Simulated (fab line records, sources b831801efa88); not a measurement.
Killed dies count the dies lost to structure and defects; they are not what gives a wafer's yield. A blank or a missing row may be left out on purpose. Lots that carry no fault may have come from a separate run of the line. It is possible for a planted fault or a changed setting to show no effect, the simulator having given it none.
fab line records	flow gf180mcu
record: lots: 5	wafers: 15	last-day: 34
route steps=602 shown STI@25 DNWELL@32 NWELL@42
lots untouched by any fault: they come from a run of this same line in which no faults occurred
start-h: start of the lot's first displayed wafer, in hours after the record's first day	wait-h: hours from the lot's prior step to this one	" as in the row above	L1.1+2: a single row standing in for several wafers	- no value, or no start was given	* or withheld: withheld	< > ~ a bound
route shown NAME@n: names a module that has steps shown in the file, with the first one's number in the route	usual: average and standard deviation across the fault-free wafers	same: alike in all rows	chamber/n: place in a boat	sites: the reading at each site	_std_site: their standard deviation	_edge_site: outer sites' mean less inner sites'	radius-mm: for every site, how far away it sits from the centre of the wafer	mask NAME#n: copy n	behind: the most recent tool/chamber to have shaped the wafer	hold: the reason the lot was held/the length of the hold in hours/how it ended	device: the transistor (n, p or np) that didn't switch	end of line: the tests these same wafers got at the end of their route	a step with no rows: only its recipe	killed: dies lost to structure and defects at the first sort, not the wafer's yield	map: per-die view of a wafer (x killed, . not killed, _ where there is no die)
set.NAME: the setting as run; set.NAME@STEP: as run at that earlier step	model.NAME: the simulator's own value behind a step, which no gauge read
lots at selected steps of the route; one table per step, one row per wafer
services: from which hour (start-h, from the record's first day; less than 0 if before it) a tool's chamber was out of use, for how many hours, and why
== steps ==
step: GF_STI_THK_MEAS_24
recipe: reads: SiO2_of_STI_CVD_23
usual: STI_CVD_23_THK: 651/6.2
lot.wafer	tool	chamber	start-h	wait-h	STI_CVD_23_THK[nm]
L075.3	film-metro-04	-	32.80	0.1	646
L075.5	"	-	"	"	654
L075.6	"	-	"	"	652
L076.1	film-metro-02	-	37.84	0.0	643
L076.3	"	-	"	"	646
L076.6	"	-	"	"	641
L084.1	film-metro-04	-	79.19	0.0	646
L084.2	"	-	"	"	648
L084.6	"	-	"	"	643
L091.1	film-metro-02	-	115.61	0.0	655
L091.3	"	-	"	"	653
L091.6	"	-	"	"	641
L095.2	film-metro-04	-	137.79	0.0	648
L095.3	"	-	"	"	644
L095.6	"	-	"	"	647
step: GF_STI_CMP_25
recipe: stop-on: Si3N4	t-overpolish-s: 33	down-force-psi: 4	platen-rpm: 60	target-thk-nm: 524.6	pad-velocity-m-s: 0.94248
usual: motor-current-A: 11.9/1.3	overpolish-run-s: 33.000/0.0096	retaining-ring-pressure-frac: 1.001/0.0044	time-to-endpoint-s: 123/5.4
lot.wafer	tool	chamber	start-h	wait-h	motor-current-A	overpolish-run-s	retaining-ring-pressure-frac	time-to-endpoint-s
L075.3	cmp-02	1	32.84	0.0	13.1	33.012	0.994	133
L075.6	"	1	"	"	13.1	33.007	1.001	136
L075.5	"	2	"	"	13.0	32.979	1.003	137
L076.1	cmp-02	1	37.90	0.1	12.6	32.991	1.000	138
L076.3	"	3	"	"	9.9	32.998	1.002	137
L076.6	"	2	"	"	12.3	32.990	1.008	133
L084.1	cmp-01	0	79.35	0.1	9.9	33.005	1.005	114
L084.2	"	1	"	"	11.7	33.005	1.003	117
L084.6	"	2	"	"	12.2	32.992	1.001	120
L091.1	cmp-02	1	115.67	0.1	13.3	32.998	0.997	120
L091.3	"	0	"	"	11.9	33.008	1.000	120
L091.6	"	2	"	"	12.6	32.995	0.999	120
L095.3	cmp-02	2	137.84	0.0	12.8	33.018	1.003	126
L095.2	"	3	"	"	10.0	33.021	1.009	124
L095.6	"	3	"	"	9.8	32.979	1.002	127
step: GF_STI_WET_ETCH_26
recipe: chemistry: dHF	target-depth-nm: 94	target: SiO2	temp-c: 25	dilution: 10:1	time-s: 188
lot.wafer	tool	chamber	start-h	wait-h
L075.3+5+6	wet-bench-04	2	33.16	0.3
L076.1+3+6	wet-bench-02	0	38.20	0.2
L084.1+2+6	wet-bench-04	3	79.55	0.1
L091.1+3+6	wet-bench-02	1	115.97	0.2
L095.2+3+6	wet-bench-02	1	138.14	0.2
step: GF_STI_WET_ETCH_27
recipe: chemistry: H3PO4	target-depth-nm: 160	target: Si3N4	temp-c: 160	time-s: 1825
lot.wafer	tool	chamber	start-h	wait-h
L075.3+5+6	wet-bench-04	1	33.22	0.0
L076.1+3+6	wet-bench-01	2	38.26	0.0
L084.1+2+6	wet-bench-01	1	79.61	0.0
L091.1+3+6	wet-bench-01	0	116.03	0.0
L095.2+3+6	wet-bench-01	3	138.20	0.0
step: GF_STI_WET_ETCH_28
recipe: chemistry: dHF	target-depth-nm: 20	dry: ipa-marangoni	target: SiO2	temp-c: 25	dilution: 10:1	time-s: 40
lot.wafer	tool	chamber	start-h	wait-h
L075.3+5+6	wet-bench-01	3	33.73	0.0
L076.1+3+6	wet-bench-04	2	38.87	0.0
L084.1+2+6	wet-bench-04	1	80.12	0.0
L091.1+3+6	wet-bench-02	3	116.54	0.0
L095.2+3+6	wet-bench-04	3	138.71	0.0
step: GF_STI_OXIDATION_29
recipe: temp-c: 900	ambient: O2	stabilise-s: 600	purge-s: 300	target-thk-a: 100	ox-time-s: 1418
usual: tube_center_temp_C_max: 902.3/0.37
lot.wafer	tool	chamber	start-h	wait-h	tube_center_temp_C_max
L075.3	furnace-02	0	34.78	1.0	902.4
L075.5	"	0	"	"	902.1
L075.6	"	0	"	"	902.9
L076.1	furnace-01	0	38.89	0.0	902.4
L076.3	"	0	"	"	901.6
L076.6	"	0	"	"	902.2
L084.1	furnace-02	0	81.30	1.2	901.7
L084.2	"	0	"	"	902.1
L084.6	"	0	"	"	902.6
L091.1	furnace-02	0	116.72	0.2	902.0
L091.3	"	0	"	"	902.0
L091.6	"	0	"	"	902.3
L095.2	furnace-01	0	138.89	0.2	902.5
L095.3	"	0	"	"	901.9
L095.6	"	0	"	"	902.1
step: GF_STI_THK_MEAS_30
recipe: reads: SiO2_of_STI_OXIDATION_29
usual: STI_OXIDATION_02_THK: 10.09/0.2
lot.wafer	tool	chamber	start-h	wait-h	STI_OXIDATION_02_THK[nm]
L075.3	film-metro-04	-	36.20	0.0	10.58
L075.5	"	-	"	"	10.43
L075.6	"	-	"	"	10.54
L076.1	film-metro-03	-	40.28	0.0	9.93
L076.3	"	-	"	"	9.96
L076.6	"	-	"	"	9.98
L084.1	film-metro-04	-	82.70	0.0	10.31
L084.2	"	-	"	"	10.22
L084.6	"	-	"	"	10.17
L091.1	film-metro-04	-	118.12	0.0	10.52
L091.3	"	-	"	"	10.22
L091.6	"	-	"	"	10.33
L095.2	film-metro-03	-	140.29	0.0	10.13
L095.3	"	-	"	"	10.17
L095.6	"	-	"	"	10.40
step: GF_DNWELL_DEHYDRATE_00
recipe: temp-c: 200	time-s: 60
lot.wafer	tool	chamber	start-h	wait-h
L075.3+5+6	litho-track-04	0	41.80	5.6
L076.1+3+6	litho-track-03	0	46.49	6.2
L084.1+2+6	litho-track-04	0	88.60	5.9
L091.1+3+6	litho-track-01	0	125.31	7.2
L095.2+3+6	litho-track-04	0	147.32	7.0
step: GF_DNWELL_HMDS_01
recipe: prime-time-s: 60	prime-temp-c: 120
usual: prime-temp-c: 119.99/0.16
lot.wafer	tool	chamber	start-h	wait-h	prime-temp-c
L075.3	litho-track-04	0	41.95	0.1	120.01
L075.5	"	0	"	"	119.94
L075.6	"	0	"	"	119.83
L076.1	litho-track-03	0	46.64	0.1	120.16
L076.3	"	0	"	"	120.04
L076.6	"	0	"	"	120.11
L084.1	litho-track-04	0	88.75	0.1	119.70
L084.2	"	0	"	"	119.86
L084.6	"	0	"	"	119.82
L091.1	litho-track-01	0	125.46	0.1	119.93
L091.3	"	0	"	"	119.77
L091.6	"	0	"	"	119.96
L095.2	litho-track-04	0	147.47	0.1	120.07
L095.3	"	0	"	"	119.96
L095.6	"	0	"	"	119.95
step: GF_DNWELL_COAT_02
recipe: spin-rpm: 2000	resist-thk-nm: 3000
usual: spin-speed-rpm: 2000.1/1.5
lot.wafer	tool	chamber	start-h	wait-h	spin-speed-rpm
L075.3	litho-track-04	0	42.10	0.1	2000.8
L075.5	"	0	"	"	2000.9
L075.6	"	0	"	"	2000.2
L076.1	litho-track-03	0	46.79	0.1	2001.3
L076.3	"	0	"	"	2002.3
L076.6	"	0	"	"	2001.1
L084.1	litho-track-04	0	88.90	0.1	2002.2
L084.2	"	0	"	"	2000.4
L084.6	"	0	"	"	2002.6
L091.1	litho-track-01	0	125.61	0.1	1999.4
L091.3	"	0	"	"	2001.1
L091.6	"	0	"	"	1999.2
L095.2	litho-track-04	0	147.62	0.1	2000.8
L095.3	"	0	"	"	2001.3
L095.6	"	0	"	"	1998.2
step: GF_DNWELL_SOFTBAKE_03
recipe: temp-c: 110	time-s: withheld
lot.wafer	tool	chamber	start-h	wait-h
L075.3+5+6	litho-track-04	0	42.27	0.1
L076.1+3+6	litho-track-03	0	46.94	0.1
L084.1+2+6	litho-track-04	0	89.05	0.1
L091.1+3+6	litho-track-01	0	125.76	0.1
L095.2+3+6	litho-track-04	0	147.78	0.1
step: GF_DNWELL_EXPOSE_04
recipe: mask-id: DNWELL	target-cd-nm: 1700	na: 0.6	source-shape: conventional	sigma-outer: 0.6	dose-mj: 260
lot.wafer	tool	chamber	start-h	wait-h	mask
L075.3+5+6	iline-stepper-01	0	-	-	DNWELL#0
L076.1+3+6	iline-stepper-01	0	-	-	DNWELL#0
L084.1+2+6	iline-stepper-02	0	-	-	DNWELL#0
L091.1+3+6	iline-stepper-02	0	-	-	DNWELL#0
L095.2+3+6	iline-stepper-02	0	-	-	DNWELL#0
step: GF_DNWELL_PEB_05
recipe: temp-c: 115	time-s: withheld
lot.wafer	tool	chamber	start-h	wait-h
L075.3+5+6	litho-track-03	0	-	-
L076.1+3+6	litho-track-04	0	-	-
L084.1+2+6	litho-track-01	0	-	-
L091.1+3+6	litho-track-01	0	-	-
L095.2+3+6	litho-track-03	0	-	-
step: GF_DNWELL_DEVELOP_06
recipe: wall-angle-deg: 90	develop-time-s: 60	dev-temp-c: 23
lot.wafer	tool	chamber	start-h	wait-h
L075.3+5+6	litho-track-03	0	-	-
L076.1+3+6	litho-track-04	0	-	-
L084.1+2+6	litho-track-01	0	-	-
L091.1+3+6	litho-track-01	0	-	-
L095.2+3+6	litho-track-03	0	-	-
step: GF_DNWELL_IMPLANT_07
recipe: species: P	energy-kev: 1500	dose-cm2: 1e+13	tilt-deg: 0
lot.wafer	tool	chamber	start-h	wait-h
L075.3+5+6	implanter-02	0	48.74	-
L076.1+3+6	implanter-01	0	53.00	-
L084.1+2+6	implanter-02	0	96.06	-
L091.1+3+6	implanter-04	0	133.11	-
L095.2+3+6	implanter-01	0	155.57	-
step: GF_DNWELL_STRIP_08
recipe: chemistry: O2/N2	power-w: 1400	pressure-mtorr: 1500	platen-temp-c: 250	o2-flow-sccm: 3000	n2-flow-sccm: 300	overash-fraction: 0.5
usual: drypump-motor-current-A: 6.0/0.48	heater-power-w: 310/25	oes-product-au: 0.723/0.0046	strip-time-to-endpoint-s: 36.98/0.09
lot.wafer	tool	chamber	start-h	wait-h	drypump-motor-current-A	heater-power-w	oes-product-au	rf-hours-counter-h	strip-time-to-endpoint-s
L075.3	plasma-asher-04	1	48.88	0.1	5.8	276	0.728	-	37.00
L075.5	"	1	"	"	5.8	268	0.722	-	36.98
L075.6	"	0	"	"	5.3	321	0.715	-	36.95
L076.1	plasma-asher-04	0	53.15	0.1	5.3	321	0.721	39	37.00
L076.3	"	1	"	"	5.8	269	0.720	-	37.00
L076.6	"	1	"	"	5.8	269	0.720	-	37.02
L084.1	plasma-asher-04	1	96.21	0.1	5.8	279	0.731	43	37.00
L084.2	"	0	"	"	5.3	321	0.723	43	36.99
L084.6	"	1	"	"	5.8	267	0.723	-	37.01
L091.1	plasma-asher-01	1	133.26	0.1	6.6	307	0.720	1	37.08
L091.3	"	1	"	"	6.6	300	0.723	-	37.15
L091.6	"	1	"	"	6.6	307	0.723	-	37.05
L095.2	plasma-asher-01	0	155.69	0.1	6.7	308	0.719	4	36.93
L095.3	"	0	"	"	6.7	308	0.726	-	36.91
L095.6	"	1	"	"	6.6	304	0.721	-	36.86
step: GF_DNWELL_TW_MEAS_09
usual: DNWELL_TW: 1348/21
lot.wafer	tool	chamber	start-h	wait-h	DNWELL_TW
L075.3	film-metro-02	-	48.96	0.1	1360
L075.5	"	-	"	"	1360
L075.6	"	-	"	"	1352
L076.1	film-metro-03	-	53.25	0.1	1353
L076.3	"	-	"	"	1350
L076.6	"	-	"	"	1339
L084.1	film-metro-02	-	96.31	0.1	1369
L084.2	"	-	"	"	1367
L084.6	"	-	"	"	1372
L091.1	film-metro-01	-	133.36	0.1	1315
L091.3	"	-	"	"	1310
L091.6	"	-	"	"	1314
L095.2	film-metro-03	-	155.80	0.1	1343
L095.3	"	-	"	"	1339
L095.6	"	-	"	"	1341
step: GF_NWELL_DEHYDRATE_00
recipe: temp-c: 200	time-s: 60
lot.wafer	tool	chamber	start-h	wait-h
L075.3+5+6	litho-track-03	0	54.29	5.3
L076.1+3+6	litho-track-02	0	58.93	5.7
L084.1+2+6	litho-track-04	0	102.70	6.4
L091.1+3+6	litho-track-03	0	140.84	7.5
L095.2+3+6	litho-track-03	0	163.32	7.5
step: GF_NWELL_HMDS_01
recipe: prime-time-s: 60	prime-temp-c: 120
usual: prime-temp-c: 120.00/0.15
lot.wafer	tool	chamber	start-h	wait-h	prime-temp-c
L075.3	litho-track-03	0	54.44	0.1	120.04
L075.5	"	0	"	"	120.21
L075.6	"	0	"	"	120.28
L076.1	litho-track-02	0	59.08	0.1	120.27
L076.3	"	0	"	"	120.01
L076.6	"	0	"	"	119.96
L084.1	litho-track-04	0	102.85	0.1	119.82
L084.2	"	0	"	"	120.00
L084.6	"	0	"	"	120.03
L091.1	litho-track-03	0	140.99	0.1	120.00
L091.3	"	0	"	"	119.76
L091.6	"	0	"	"	119.77
L095.2	litho-track-03	0	163.47	0.1	120.02
L095.3	"	0	"	"	120.24
L095.6	"	0	"	"	120.26
step: GF_NWELL_COAT_02
recipe: spin-rpm: 2000	resist-thk-nm: 3000
usual: spin-speed-rpm: 1999.9/1.3
lot.wafer	tool	chamber	start-h	wait-h	spin-speed-rpm
L075.3	litho-track-03	0	54.59	0.1	2001.2
L075.5	"	0	"	"	2001.0
L075.6	"	0	"	"	2002.6
L076.1	litho-track-02	0	59.23	0.1	2000.2
L076.3	"	0	"	"	1998.8
L076.6	"	0	"	"	1998.6
L084.1	litho-track-04	0	103.00	0.1	1998.1
L084.2	"	0	"	"	1998.0
L084.6	"	0	"	"	1998.8
L091.1	litho-track-03	0	141.14	0.1	2000.7
L091.3	"	0	"	"	1999.2
L091.6	"	0	"	"	1999.7
L095.2	litho-track-03	0	163.62	0.1	2002.0
L095.3	"	0	"	"	1998.7
L095.6	"	0	"	"	2000.6
step: GF_NWELL_SOFTBAKE_03
recipe: temp-c: 110	time-s: withheld
lot.wafer	tool	chamber	start-h	wait-h
L075.3+5+6	litho-track-03	0	54.76	0.1
L076.1+3+6	litho-track-02	0	59.38	0.1
L084.1+2+6	litho-track-04	0	103.15	0.1
L091.1+3+6	litho-track-03	0	141.29	0.1
L095.2+3+6	litho-track-03	0	163.77	0.1
step: GF_NWELL_EXPOSE_04
recipe: mask-id: Nwell	target-cd-nm: 860	na: 0.6	source-shape: conventional	sigma-outer: 0.6	dose-mj: 260
lot.wafer	tool	chamber	start-h	wait-h	mask
L075.3+5+6	iline-stepper-02	0	-	-	Nwell#0
L076.1+3+6	iline-stepper-01	0	-	-	Nwell#0
L084.1+2+6	iline-stepper-01	0	-	-	Nwell#0
L091.1+3+6	iline-stepper-01	0	-	-	Nwell#0
L095.2+3+6	iline-stepper-01	0	-	-	Nwell#0
step: GF_NWELL_PEB_05
recipe: temp-c: 115	time-s: withheld
lot.wafer	tool	chamber	start-h	wait-h
L075.3+5+6	litho-track-02	0	-	-
L076.1+3+6	litho-track-02	0	-	-
L084.1+2+6	litho-track-02	0	-	-
L091.1+3+6	litho-track-03	0	-	-
L095.2+3+6	litho-track-04	0	-	-
== services ==
tool	chamber	start-h	hours	kind
cmp-02	-	24.31	0.7	repair
implanter-01	-	25.48	1.1	repair
cmp-02	-	64.17	4.0	pm
implanter-04	-	64.98	1.4	repair
wet-bench-02	-	65.55	1.9	pm
implanter-01	-	68.83	1.5	repair
cmp-02	-	75.73	4.8	repair
cmp-01	-	96.31	3.0	repair
implanter-04	-	97.59	3.7	pm
plasma-asher-01	-	108.75	9.0	pm
furnace-01	-	114.02	2.5	pm
implanter-02	-	121.75	5.4	repair
plasma-asher-04	-	127.57	2.1	repair
plasma-asher-01	-	129.52	0.8	repair
wet-bench-01	-	130.05	1.8	repair
iline-stepper-02	-	133.23	1.7	pm
furnace-02	-	134.35	3.7	pm
cmp-02	-	134.76	0.8	repair
cmp-02	-	139.77	5.8	repair
furnace-01	-	146.51	2.9	pm
cmp-02	-	149.79	2.5	repair
cmp-01	-	150.02	2.8	repair
plasma-asher-04	-	168.42	3.3	repair
iline-stepper-01	-	169.74	1.7	pm
== key ==
fault none
